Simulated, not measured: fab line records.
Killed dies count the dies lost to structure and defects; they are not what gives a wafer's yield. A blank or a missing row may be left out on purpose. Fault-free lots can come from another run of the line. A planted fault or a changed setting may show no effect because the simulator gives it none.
Which tool is to blame? -- flow gf180mcu -- 18 wafers from 6 lots sampled at 3 of the route's 602 steps

## WHAT THE GAUGES READ, wafer by wafer
GF_HV_LDD_RS_MEAS_53: a four-point-probe measurement.
lot,measured,on,HV_LDD_RS (ohm/sq)
L146,day 13 02:49,film_metro-03,418.3 417.9 418.0
L150,day 14 09:14,film_metro-01,418.9 418.4 417.9
L153,day 15 16:04,film_metro-04,419.5 420.2 418.7
L158,day 17 01:35,film_metro-03,414.9 413.7 413.9 413.4 413.8 414.0
L165,day 19 17:20,film_metro-03,418.3 417.9 418.2
L167,day 20 08:41,film_metro-03,416.9 418.2 417.5

## TOOL THAT RAN EACH LOT (tool first, then ch and the chambers of the sampled wafers, then the start)
lot,GF_VT_IMPLANT_STRIP_09,GF_HV_LDD_IMPLANT_35
L146,"plasma_asher-03 ch 0,1, day 6 02:35","implanter-02 ch 0, day 12 06:10"
L150,"plasma_asher-02 ch 0,1, day 7 02:34","implanter-04 ch 0, day 13 11:35"
L153,"plasma_asher-03 ch 0,1, day 8 00:29","implanter-02 ch 0, day 14 17:12"
L158,"plasma_asher-04 ch 0,1, day 9 03:42","implanter-03 ch 0, day 16 02:13"
L165,"plasma_asher-02 ch 0,1, day 11 03:08","implanter-04 ch 0, day 18 15:43"
L167,"plasma_asher-02 ch 0,1, day 11 14:53","implanter-04 ch 0, day 19 07:17"
- GF_VT_IMPLANT_STRIP_09: strips in O2/N2.
- GF_HV_LDD_IMPLANT_35

## THE ANSWER, worked out from the rows above alone
Rule: usual is defined by the lots themselves. The widest of any qualifying gaps counts: lots, ordered by their means at a reading, are off when they make up no more than a third of the lots, leave a main group of 4 or more, and stand apart from it by 3 or more times the standard deviation of that group's means. If all means in a main group match to the digits the tables above print for the reading, that group is not used. Also off: a lot with no number at a reading for which 4 or more lots have one. The other lots that the step has rows for count as sound.
Off: L158, seen at GF_HV_LDD_RS_MEAS_53 (HV_LDD_RS). Mean 418.3 ohm/sq and standard deviation 0.64 in the main group.
If a tool, at a process step before that reading, ran all the lots that are off and no sound lot after the first of them, it fits. Gauges at GF_HV_LDD_RS_MEAS_53: tried the same way as those tools. This does not decide it: 2 tools fit, namely plasma_asher-04 at GF_VT_IMPLANT_STRIP_09 and implanter-03 at GF_HV_LDD_IMPLANT_35.

## WHAT THE SIMULATOR PUT IN
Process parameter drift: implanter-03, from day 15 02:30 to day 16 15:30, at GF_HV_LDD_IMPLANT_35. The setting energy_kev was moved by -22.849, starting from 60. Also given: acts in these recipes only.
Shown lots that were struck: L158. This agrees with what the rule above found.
